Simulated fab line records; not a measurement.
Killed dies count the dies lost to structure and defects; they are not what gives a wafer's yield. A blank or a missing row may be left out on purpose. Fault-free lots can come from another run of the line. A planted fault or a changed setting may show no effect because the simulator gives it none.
fab line records	flow sky130
[record] lots = 24	wafers = 72	lastDay = 50
route steps=708 shown METAL2@486 VIA2@519 CAPM@537 VIA3@589 PAD_OPEN@701
lots untouched by any fault: they come from a run of this same line in which no faults occurred
startH: hours from the record's first day to the start of the lot's first wafer shown	waitH: hours from the lot's prior step to this one	" unchanged from the row above	L1.1+2: a single row standing in for several wafers	- value missing, or start not given	* or withheld: withheld	< > ~ a bound
route shown NAME@n: names a module that has steps shown in the file, with the first one's number in the route	usual: average and standard deviation across the fault-free wafers	same: alike in all rows	chamber/n: place in a boat	sites: each site's reading	_std_site: their standard deviation	_edge_site: inner sites' mean taken away from outer sites' mean	radiusMm: for every site, how far away it sits from the centre of the wafer	mask NAME#n: copy n	behind: the most recent tool/chamber to have shaped the wafer	hold: why the lot was held/for how many hours/how that ended	device: the transistor (n, p or np) that didn't switch	end of line: tests of these same wafers at the route's end	a step without rows: its recipe alone	killed: count of dies lost to structure and defects at first sort (not the wafer's yield)	map: per-die view of a wafer (x killed, . not killed, _ where there is no die)
set.NAME: the setting that was run; set.NAME@STEP: the one run at that earlier step	model.NAME: the simulator's own value behind a step, which no gauge read
steps of the route over a sample of lots; a table a step, a row a wafer
services: from which hour (startH, from the record's first day; less than 0 if before it) a tool's chamber was out of use, for how many hours, and why
[[steps]]
[step SKY_METAL2_SPUTTER_03]
[recipe] material = Ti	targetThkNm = 5	powerW = 3000	timeS = 3.3	chamberPressurePa = 0.4
[usual] throttleValvePct = 30.2/0.87
lot.wafer	tool	chamber	startH	waitH	throttleValvePct
L074.2	pvdSputter-03	-	791.18	0.0	30.8
L074.4	"	-	"	"	29.4
L074.6	"	-	"	"	30.6
L075.1	pvdSputter-03	-	800.91	0.0	30.3
L075.2	"	-	"	"	29.2
L075.5	"	-	"	"	30.8
L076.3	pvdSputter-03	-	809.85	0.0	30.0
L076.4	"	-	"	"	31.4
L076.6	"	-	"	"	29.9
L077.2	pvdSputter-03	-	824.10	0.0	31.4
L077.3	"	-	"	"	29.9
L077.6	"	-	"	"	31.5
L078.1	pvdSputter-03	-	825.05	0.0	29.4
L078.5	"	-	"	"	29.4
L078.6	"	-	"	"	30.7
L079.1	pvdSputter-04	-	834.67	0.0	28.9
L079.2	"	-	"	"	29.9
L079.3	"	-	"	"	30.2
L080.3	pvdSputter-01	-	848.13	0.0	32.4
L080.4	"	-	"	"	29.8
L080.5	"	-	"	"	32.4
L081.3	pvdSputter-04	-	852.91	0.0	30.4
L081.5	"	-	"	"	28.7
L081.6	"	-	"	"	30.2
L082.1	pvdSputter-01	-	873.83	0.0	30.0
L082.4	"	-	"	"	28.4
L082.5	"	-	"	"	32.2
L084.1	pvdSputter-03	-	896.63	0.0	30.5
L084.2	"	-	"	"	30.3
L084.5	"	-	"	"	30.1
L083.1	pvdSputter-01	-	897.58	0.0	32.4
L083.4	"	-	"	"	28.2
L083.5	"	-	"	"	30.0
L085.1	pvdSputter-03	-	900.46	0.0	30.0
L085.4	"	-	"	"	29.3
L085.5	"	-	"	"	30.2
L087.1	pvdSputter-04	-	900.70	0.0	28.8
L087.3	"	-	"	"	30.2
L087.4	"	-	"	"	30.5
L086.2	pvdSputter-03	-	903.20	0.0	30.6
L086.5	"	-	"	"	30.2
L086.6	"	-	"	"	30.6
L088.3	pvdSputter-04	-	905.07	0.0	30.4
L088.4	"	-	"	"	30.2
L088.5	"	-	"	"	30.7
L089.4	pvdSputter-03	-	911.43	0.0	29.4
L089.5	"	-	"	"	30.6
L089.6	"	-	"	"	29.9
L090.1	pvdSputter-04	-	918.34	0.0	28.6
L090.3	"	-	"	"	30.4
L090.4	"	-	"	"	30.2
L092.2	pvdSputter-04	-	927.41	0.0	30.0
L092.3	"	-	"	"	28.8
L092.5	"	-	"	"	30.5
L091.1	pvdSputter-03	-	929.37	0.0	29.4
L091.5	"	-	"	"	30.1
L091.6	"	-	"	"	31.1
L093.1	pvdSputter-03	-	935.35	0.0	31.5
L093.2	"	-	"	"	30.1
L093.4	"	-	"	"	29.0
L094.2	pvdSputter-03	-	940.52	0.0	31.5
L094.4	"	-	"	"	29.7
L094.6	"	-	"	"	29.5
L095.3	pvdSputter-04	-	951.48	0.0	30.6
L095.4	"	-	"	"	28.7
L095.5	"	-	"	"	30.2
L096.2	pvdSputter-03	-	957.94	0.0	29.2
L096.4	"	-	"	"	30.7
L096.5	"	-	"	"	30.1
L097.1	pvdSputter-03	-	977.64	0.0	30.7
L097.3	"	-	"	"	29.5
L097.4	"	-	"	"	31.3
[step SKY_VIA2_CD_MEAS_12]
[recipe] targetCdNm = 200
[usual] cdNm = 199.7/1.4
lot.wafer	tool	chamber	startH	waitH	cdNm
L074.2	cdSem-01	-	845.28	-	201.0
L074.4	"	-	"	"	200.5
L074.6	"	-	"	"	200.3
L075.1	cdSem-02	-	855.06	-	199.9
L075.2	"	-	"	"	198.6
L075.5	"	-	"	"	198.3
L076.3	cdSem-01	-	863.22	-	196.3
L076.4	"	-	"	"	197.9
L076.6	"	-	"	"	198.0
L077.2	cdSem-02	-	878.58	-	199.6
L077.3	"	-	"	"	199.8
L077.6	"	-	"	"	199.6
L078.1	cdSem-01	-	878.66	-	201.1
L078.5	"	-	"	"	201.1
L078.6	"	-	"	"	201.5
L079.1	cdSem-02	-	887.81	-	199.3
L079.2	"	-	"	"	200.5
L079.3	"	-	"	"	199.9
L080.3	cdSem-01	-	901.75	-	197.8
L080.4	"	-	"	"	198.6
L080.5	"	-	"	"	198.2
L081.3	cdSem-01	-	906.15	-	200.0
L081.5	"	-	"	"	199.6
L081.6	"	-	"	"	201.2
L082.1	cdSem-01	-	925.21	-	201.0
L082.4	"	-	"	"	199.3
L082.5	"	-	"	"	199.3
L084.1	cdSem-01	-	948.46	-	196.6
L084.2	"	-	"	"	195.7
L084.5	"	-	"	"	196.1
L083.1	cdSem-02	-	949.26	-	201.7
L083.4	"	-	"	"	199.8
L083.5	"	-	"	"	199.9
L085.1	cdSem-01	-	951.96	-	201.7
L085.4	"	-	"	"	200.0
L085.5	"	-	"	"	200.7
L087.1	cdSem-02	-	952.22	-	198.9
L087.3	"	-	"	"	199.5
L087.4	"	-	"	"	199.0
L086.2	cdSem-01	-	954.93	-	200.2
L086.5	"	-	"	"	200.1
L086.6	"	-	"	"	200.7
L088.3	cdSem-02	-	955.95	-	201.0
L088.4	"	-	"	"	200.8
L088.5	"	-	"	"	201.7
L089.4	cdSem-02	-	961.73	-	199.5
L089.5	"	-	"	"	199.0
L089.6	"	-	"	"	200.0
L090.1	cdSem-01	-	968.77	-	199.2
L090.3	"	-	"	"	200.2
L090.4	"	-	"	"	198.8
L092.2	cdSem-01	-	977.73	-	199.2
L092.3	"	-	"	"	198.7
L092.5	"	-	"	"	199.7
L091.1	cdSem-02	-	979.91	-	199.6
L091.5	"	-	"	"	200.1
L091.6	"	-	"	"	201.0
L093.1	cdSem-02	-	985.97	-	201.1
L093.2	"	-	"	"	201.4
L093.4	"	-	"	"	202.9
L094.2	cdSem-02	-	989.88	-	198.7
L094.4	"	-	"	"	198.7
L094.6	"	-	"	"	197.7
L095.3	cdSem-01	-	999.80	-	200.1
L095.4	"	-	"	"	200.1
L095.5	"	-	"	"	199.0
L096.2	cdSem-01	-	1006.78	-	201.0
L096.4	"	-	"	"	199.7
L096.5	"	-	"	"	199.4
L097.1	cdSem-02	-	1026.51	-	201.4
L097.3	"	-	"	"	201.6
L097.4	"	-	"	"	201.2
[step SKY_CAPM_CVD_00]
[recipe] material = SiO2	targetThkNm = 15.5	tempC = 400	timeS = withheld	rfW = 450
[usual] heaterPowerW = 740/91
lot.wafer	tool	chamber	startH	waitH	heaterPowerW
L074.2	pecvd-02	0	847.08	0.0	902
L074.4	"	1	"	"	740
L074.6	"	2	"	"	573
L075.1	pecvd-01	0	856.91	0.0	691
L075.2	"	2	"	"	676
L075.5	"	2	"	"	681
L076.3	pecvd-04	2	864.85	0.0	798
L076.4	"	1	"	"	736
L076.6	"	2	"	"	756
L077.2	pecvd-01	2	880.24	0.0	721
L077.3	"	0	"	"	689
L077.6	"	0	"	"	687
L078.1	pecvd-04	2	880.38	0.0	766
L078.5	"	0	"	"	834
L078.6	"	2	"	"	775
L079.1	pecvd-02	0	889.48	0.0	878
L079.2	"	2	"	"	645
L079.3	"	1	"	"	675
L080.3	pecvd-01	2	903.41	0.0	760
L080.4	"	2	"	"	747
L080.5	"	0	"	"	706
L081.3	pecvd-01	1	907.78	0.0	680
L081.5	"	1	"	"	673
L081.6	"	2	"	"	728
L082.1	pecvd-01	0	926.89	0.0	646
L082.4	"	1	"	"	817
L082.5	"	2	"	"	711
L084.1	pecvd-04	2	950.14	0.0	664
L084.2	"	1	"	"	812
L084.5	"	1	"	"	835
L083.1	pecvd-02	1	951.02	0.0	688
L083.4	"	0	"	"	804
L083.5	"	1	"	"	697
L085.1	pecvd-01	0	953.73	0.0	699
L085.4	"	0	"	"	681
L085.5	"	1	"	"	801
L087.1	pecvd-04	0	953.91	0.0	816
L087.3	"	2	"	"	756
L087.4	"	2	"	"	763
L086.2	pecvd-02	0	956.74	0.0	916
L086.5	"	0	"	"	932
L086.6	"	2	"	"	561
L088.3	pecvd-01	1	957.72	0.0	783
L088.4	"	1	"	"	804
L088.5	"	0	"	"	561
L089.4	pecvd-01	2	963.37	0.0	704
L089.5	"	0	"	"	673
L089.6	"	1	"	"	671
L090.1	pecvd-02	0	970.49	0.0	863
L090.3	"	2	"	"	667
L090.4	"	0	"	"	881
L092.2	pecvd-02	2	979.48	0.0	609
L092.3	"	0	"	"	955
L092.5	"	2	"	"	616
L091.1	pecvd-04	2	981.68	0.0	769
L091.5	"	0	"	"	880
L091.6	"	2	"	"	745
L093.1	pecvd-04	2	987.65	0.0	778
L093.2	"	0	"	"	865
L093.4	"	2	"	"	741
L094.2	pecvd-02	2	991.67	0.0	591
L094.4	"	0	"	"	889
L094.6	"	2	"	"	567
L095.3	pecvd-01	2	1001.48	0.0	746
L095.4	"	0	"	"	647
L095.5	"	2	"	"	744
L096.2	pecvd-04	0	1008.47	0.0	816
L096.4	"	0	"	"	821
L096.5	"	1	"	"	780
L097.1	pecvd-01	1	1028.20	0.0	809
L097.3	"	0	"	"	657
L097.4	"	0	"	"	647
[step SKY_VIA3_STRIP_16]
[recipe] chemistry = O2/N2	powerW = 1400	pressureMtorr = 1500	platenTempC = withheld	o2FlowSccm = 3000	n2FlowSccm = 300	overashFraction = 0.5
[usual] drypumpMotorCurrentA = 5.9/0.42	oesProductAu = 0.402/0.0044	stripTimeToEndpointS = 4.139/0.025
lot.wafer	tool	chamber	startH	waitH	drypumpMotorCurrentA	oesProductAu	rfHoursCounterH	stripTimeToEndpointS
L074.2	plasmaAsher-02	1	926.54	0.0	6.2	0.410	107	4.189
L074.4	"	0	"	"	5.6	0.409	-	4.148
L074.6	"	1	"	"	6.2	0.404	-	4.144
L075.1	plasmaAsher-01	1	935.46	0.0	5.1	0.406	86	4.105
L075.2	"	0	"	"	6.2	0.400	86	4.095
L075.5	"	1	"	"	5.1	0.395	-	4.087
L076.3	plasmaAsher-01	1	942.25	0.1	5.1	0.401	-	4.156
L076.4	"	0	"	"	6.1	0.403	-	4.141
L076.6	"	1	"	"	5.1	0.401	-	4.145
L077.2	plasmaAsher-04	1	957.33	0.0	6.2	0.404	44	4.128
L077.3	"	0	"	"	6.1	0.401	-	4.143
L077.6	"	1	"	"	6.2	0.403	-	4.132
L078.1	plasmaAsher-01	1	957.68	0.0	5.1	0.402	88	4.138
L078.5	"	1	"	"	5.1	0.400	-	4.176
L078.6	"	0	"	"	6.2	0.400	-	4.148
L079.1	plasmaAsher-04	0	966.71	0.0	6.0	0.410	46	4.215
L079.2	"	1	"	"	6.2	0.406	46	4.158
L079.3	"	0	"	"	6.0	0.401	-	4.187
L080.3	plasmaAsher-04	1	979.93	0.1	6.1	0.399	-	4.145
L080.4	"	0	"	"	6.0	0.405	-	4.126
L080.5	"	0	"	"	6.0	0.398	-	4.085
L081.3	plasmaAsher-04	1	984.95	0.1	6.2	0.391	-	4.132
L081.5	"	1	"	"	6.2	0.403	-	4.151
L081.6	"	0	"	"	6.0	0.407	-	4.155
L082.1	plasmaAsher-04	1	1000.64	0.0	6.1	0.405	49	4.107
L082.4	"	1	"	"	6.1	0.397	-	4.082
L082.5	"	1	"	"	6.1	0.398	-	4.078
L084.1	plasmaAsher-04	1	1023.44	0.0	6.2	0.403	51	4.128
L084.2	"	0	"	"	6.0	0.403	51	4.175
L084.5	"	1	"	"	6.1	0.404	-	4.201
L083.1	plasmaAsher-01	0	1023.93	0.0	6.2	0.403	94	4.168
L083.4	"	1	"	"	5.1	0.400	-	4.157
L083.5	"	1	"	"	5.1	0.404	-	4.167
L085.1	plasmaAsher-01	1	1027.09	0.0	5.1	0.407	95	4.119
L085.4	"	1	"	"	5.1	0.402	-	4.105
L085.5	"	0	"	"	6.2	0.398	-	4.140
L087.1	plasmaAsher-04	0	1027.36	0.0	6.0	0.398	52	4.115
L087.3	"	0	"	"	6.0	0.405	-	4.144
L087.4	"	1	"	"	6.2	0.407	-	4.147
L086.2	plasmaAsher-01	0	1029.91	0.0	6.2	0.402	95	4.143
L086.5	"	1	"	"	5.1	0.397	-	4.160
L086.6	"	0	"	"	6.2	0.408	-	4.126
L088.3	plasmaAsher-04	0	1031.23	0.1	6.0	0.400	-	4.149
L088.4	"	1	"	"	6.1	0.404	-	4.142
L088.5	"	1	"	"	6.1	0.407	-	4.155
L089.4	plasmaAsher-02	0	1037.96	0.1	5.5	0.412	-	4.138
L089.5	"	1	"	"	6.2	0.397	-	4.139
L089.6	"	0	"	"	5.5	0.404	-	4.132
L090.1	plasmaAsher-01	0	1043.08	0.0	6.1	0.401	96	4.144
L090.3	"	1	"	"	5.1	0.404	-	4.159
L090.4	"	0	"	"	6.1	0.402	-	4.161
L092.2	plasmaAsher-01	1	1050.48	0.0	5.1	0.402	97	4.148
L092.3	"	0	"	"	6.1	0.412	-	4.127
L092.5	"	1	"	"	5.1	0.397	-	4.106
L091.1	plasmaAsher-02	0	1054.28	0.0	5.5	0.397	121	4.097
L091.5	"	1	"	"	6.2	0.408	-	4.119
L091.6	"	0	"	"	5.5	0.403	-	4.111
L093.1	plasmaAsher-01	1	1058.58	0.0	5.1	0.408	98	4.149
L093.2	"	0	"	"	6.1	0.395	98	4.125
L093.4	"	1	"	"	5.1	0.399	-	4.154
L094.2	plasmaAsher-04	0	1062.63	0.0	6.0	0.405	55	4.136
L094.4	"	0	"	"	6.0	0.414	-	4.149
L094.6	"	0	"	"	6.0	0.398	-	4.137
L095.3	plasmaAsher-01	0	1070.62	0.1	6.2	0.405	-	4.102
L095.4	"	1	"	"	5.1	0.397	-	4.140
L095.5	"	1	"	"	5.1	0.410	-	4.131
L096.2	plasmaAsher-04	1	1078.35	0.0	6.1	0.404	57	4.161
L096.4	"	0	"	"	6.0	0.401	-	4.151
L096.5	"	1	"	"	6.2	0.404	-	4.127
L097.1	plasmaAsher-04	0	1094.50	0.0	6.0	0.399	58	4.153
L097.3	"	0	"	"	6.0	0.403	-	4.139
L097.4	"	1	"	"	6.1	0.401	-	4.177
[step SKY_VIA3_THK_MEAS_23]
[recipe] thkMeasGauge = xrf	reads = W_of_VIA3_CVD_21
[usual] VIA3_W_THK = 384/5.5
lot.wafer	tool	chamber	startH	waitH	VIA3_W_THK[nm]
L074.2	filmMetro-01	-	927.54	0.1	390
L074.4	"	-	"	"	382
L074.6	"	-	"	"	390
L075.1	filmMetro-04	-	936.36	0.1	390
L075.2	"	-	"	"	383
L075.5	"	-	"	"	385
L076.3	filmMetro-04	-	943.17	0.1	383
L076.4	"	-	"	"	383
L076.6	"	-	"	"	387
L077.2	filmMetro-02	-	958.31	0.1	375
L077.3	"	-	"	"	373
L077.6	"	-	"	"	378
L078.1	filmMetro-02	-	958.62	0.1	381
L078.5	"	-	"	"	385
L078.6	"	-	"	"	379
L079.1	filmMetro-04	-	967.65	0.1	377
L079.2	"	-	"	"	388
L079.3	"	-	"	"	387
L080.3	filmMetro-04	-	980.81	0.1	380
L080.4	"	-	"	"	378
L080.5	"	-	"	"	384
L081.3	filmMetro-01	-	985.86	0.1	379
L081.5	"	-	"	"	382
L081.6	"	-	"	"	385
L082.1	filmMetro-04	-	1001.58	0.1	387
L082.4	"	-	"	"	389
L082.5	"	-	"	"	381
L084.1	filmMetro-02	-	1024.38	0.1	376
L084.2	"	-	"	"	377
L084.5	"	-	"	"	380
L083.1	filmMetro-01	-	1024.83	0.1	399
L083.4	"	-	"	"	398
L083.5	"	-	"	"	399
L085.1	filmMetro-04	-	1028.03	0.1	386
L085.4	"	-	"	"	378
L085.5	"	-	"	"	386
L087.1	filmMetro-01	-	1028.27	0.1	390
L087.3	"	-	"	"	393
L087.4	"	-	"	"	398
L086.2	filmMetro-02	-	1030.82	0.1	379
L086.5	"	-	"	"	378
L086.6	"	-	"	"	379
L088.3	filmMetro-01	-	1032.11	0.1	389
L088.4	"	-	"	"	380
L088.5	"	-	"	"	384
L089.4	filmMetro-02	-	1038.85	0.1	382
L089.5	"	-	"	"	380
L089.6	"	-	"	"	383
L090.1	filmMetro-04	-	1043.97	0.1	390
L090.3	"	-	"	"	391
L090.4	"	-	"	"	394
L092.2	filmMetro-02	-	1051.38	0.1	382
L092.3	"	-	"	"	386
L092.5	"	-	"	"	387
L091.1	filmMetro-02	-	1055.18	0.1	385
L091.5	"	-	"	"	380
L091.6	"	-	"	"	389
L093.1	filmMetro-01	-	1059.48	0.1	387
L093.2	"	-	"	"	391
L093.4	"	-	"	"	389
L094.2	filmMetro-02	-	1063.53	0.1	381
L094.4	"	-	"	"	379
L094.6	"	-	"	"	380
L095.3	filmMetro-02	-	1071.50	0.1	379
L095.4	"	-	"	"	381
L095.5	"	-	"	"	376
L096.2	filmMetro-01	-	1079.25	0.1	388
L096.4	"	-	"	"	389
L096.5	"	-	"	"	389
L097.1	filmMetro-02	-	1095.39	0.1	382
L097.3	"	-	"	"	377
L097.4	"	-	"	"	374
[step SKY_PAD_OPEN_ETCH_07]
[recipe] chemistry = CF4/O2	targetDepthNm = 725	stopOn = AlCu	sourceW = 800	biasW = 150	pressureMtorr = 150	cf4FlowSccm = 80	O2_flow_sccm = 10	timeS = 161.1
[usual] drypumpMotorCurrentA = 5.8/0.38	oesProductAu = 0.979/0.007	throttleValvePct = 5.964/0.0097
lot.wafer	tool	chamber	startH	waitH	drypumpMotorCurrentA	oesProductAu	rfHoursCounterH	throttleValvePct
L074.2	rieDiel-02	0	1072.11	-	6.3	0.986	17	5.958
L074.4	"	1	"	"	4.8	0.981	11	5.965
L074.6	"	2	"	"	6.0	0.980	-	5.963
L075.1	rieDiel-03	1	1080.61	-	5.4	0.972	18	5.965
L075.2	"	3	"	"	6.3	0.974	23	5.952
L075.5	"	2	"	"	5.6	0.975	-	5.967
L076.3	rieDiel-02	0	1086.04	-	6.3	0.967	18	5.950
L076.4	"	2	"	"	6.0	0.971	18	5.958
L076.6	"	2	"	"	6.0	0.984	-	5.968
L077.2	rieDiel-01	1	1099.21	-	5.5	0.975	14	5.972
L077.3	"	3	"	"	6.0	0.969	14	5.957
L077.6	"	3	"	"	6.0	0.986	-	5.993
L078.1	rieDiel-03	3	1100.39	-	6.4	0.975	24	5.980
L078.5	"	0	"	"	5.9	0.979	-	5.946
L078.6	"	2	"	"	5.7	0.975	-	5.970
L079.1	rieDiel-02	1	1106.41	-	4.8	0.982	12	5.948
L079.2	"	2	"	"	6.0	0.982	19	5.970
L079.3	"	3	"	"	5.8	0.990	17	5.967
L080.3	rieDiel-02	0	1115.96	-	6.3	0.982	19	5.969
L080.4	"	3	"	"	5.9	0.982	17	5.962
L080.5	"	0	"	"	6.3	0.994	-	5.951
L081.3	rieDiel-01	3	1121.76	-	6.0	0.964	15	5.987
L081.5	"	2	"	"	5.7	0.982	-	5.969
L081.6	"	1	"	"	5.4	0.978	-	5.968
L082.1	rieDiel-01	3	1133.06	-	6.0	0.974	15	5.972
L082.4	"	2	"	"	5.7	0.982	29	5.954
L082.5	"	2	"	"	5.7	0.983	-	5.972
L084.1	rieDiel-01	1	1152.66	-	5.4	0.974	16	5.967
L084.2	"	0	"	"	6.1	0.976	4	5.984
L084.5	"	2	"	"	5.7	0.993	-	5.969
L083.1	rieDiel-03	2	1152.84	-	5.7	0.968	26	5.970
L083.4	"	0	"	"	5.9	0.979	25	5.958
L083.5	"	3	"	"	6.3	0.979	-	5.957
L085.1	rieDiel-02	1	1157.01	-	4.8	0.977	14	5.976
L085.4	"	2	"	"	6.0	0.998	20	5.971
L085.5	"	0	"	"	6.3	0.989	-	5.968
L087.1	rieDiel-03	1	1157.36	-	5.4	0.976	20	5.955
L087.3	"	2	"	"	5.6	0.985	26	5.960
L087.4	"	3	"	"	6.3	0.987	26	5.958
L086.2	rieDiel-01	1	1158.31	-	5.4	0.966	16	5.961
L086.5	"	2	"	"	5.7	0.976	-	5.979
L086.6	"	3	"	"	6.0	0.977	-	5.979
L088.3	rieDiel-02	1	1158.76	-	4.8	0.960	14	5.965
L088.4	"	3	"	"	5.9	0.979	18	5.966
L088.5	"	1	"	"	4.8	0.973	-	5.960
L089.4	rieDiel-01	2	1164.54	-	5.7	0.976	30	5.967
L089.5	"	1	"	"	5.4	0.974	-	5.957
L089.6	"	0	"	"	6.1	0.983	-	5.968
L090.1	rieDiel-01	1	1167.36	-	5.4	0.976	17	5.963
L090.3	"	0	"	"	6.1	0.985	5	5.954
L090.4	"	3	"	"	6.0	0.982	17	5.960
L092.2	rieDiel-03	2	1174.71	-	5.6	0.961	27	5.956
L092.3	"	0	"	"	5.9	0.972	26	5.958
L092.5	"	3	"	"	6.3	0.976	-	5.964
L091.1	rieDiel-03	1	1179.71	-	5.4	0.979	21	5.972
L091.5	"	2	"	"	5.7	0.979	-	5.972
L091.6	"	0	"	"	5.9	0.980	-	5.955
L093.1	rieDiel-03	2	1182.16	-	5.6	0.965	27	5.959
L093.2	"	0	"	"	5.9	0.979	27	5.952
L093.4	"	1	"	"	5.4	0.982	-	5.969
L094.2	rieDiel-01	1	1183.94	-	5.4	0.973	18	5.952
L094.4	"	3	"	"	6.0	0.987	17	5.961
L094.6	"	3	"	"	6.0	0.977	-	5.966
L095.3	rieDiel-03	1	1188.76	-	5.4	0.983	22	5.964
L095.4	"	1	"	"	5.4	0.986	-	5.965
L095.5	"	0	"	"	5.9	0.982	-	5.969
L096.2	rieDiel-01	3	1195.64	-	6.0	0.977	18	5.970
L096.4	"	1	"	"	5.4	0.982	18	5.970
L096.5	"	0	"	"	6.1	0.987	-	5.963
L097.1	rieDiel-01	0	1205.86	-	6.1	0.989	7	5.968
L097.3	"	1	"	"	5.4	0.974	19	5.977
L097.4	"	3	"	"	6.0	0.993	18	5.957
[[services]]
tool	chamber	startH	hours	kind
plasmaAsher-04	-	772.60	4.2	repair
rieDiel-01	1	774.52	15.0	repair
pecvd-01	2	785.41	5.8	repair
rieDiel-03	1	786.96	38.7	repair
pecvd-01	0	788.76	3.5	repair
plasmaAsher-04	-	792.19	1.6	repair
plasmaAsher-01	-	806.90	3.8	repair
plasmaAsher-01	-	827.13	2.8	pm
pvdSputter-03	-	884.55	2.8	repair
rieDiel-03	1	884.60	5.5	repair
plasmaAsher-04	-	900.55	1.9	repair
rieDiel-03	-	905.46	2.8	pm
rieDiel-01	0	911.41	9.7	repair
pvdSputter-03	-	920.64	3.4	repair
pvdSputter-03	-	933.30	1.5	repair
plasmaAsher-01	-	960.62	4.3	pm
pecvd-01	0	1032.82	3.6	repair
rieDiel-01	1	1047.35	1.2	repair
rieDiel-01	-	1058.71	5.7	repair
rieDiel-01	3	1071.60	8.3	repair
rieDiel-03	1	1099.68	14.0	repair
rieDiel-01	-	1118.31	3.3	repair
rieDiel-03	1	1131.83	7.4	repair
rieDiel-03	3	1178.99	16.5	repair
[[key]]
fault none
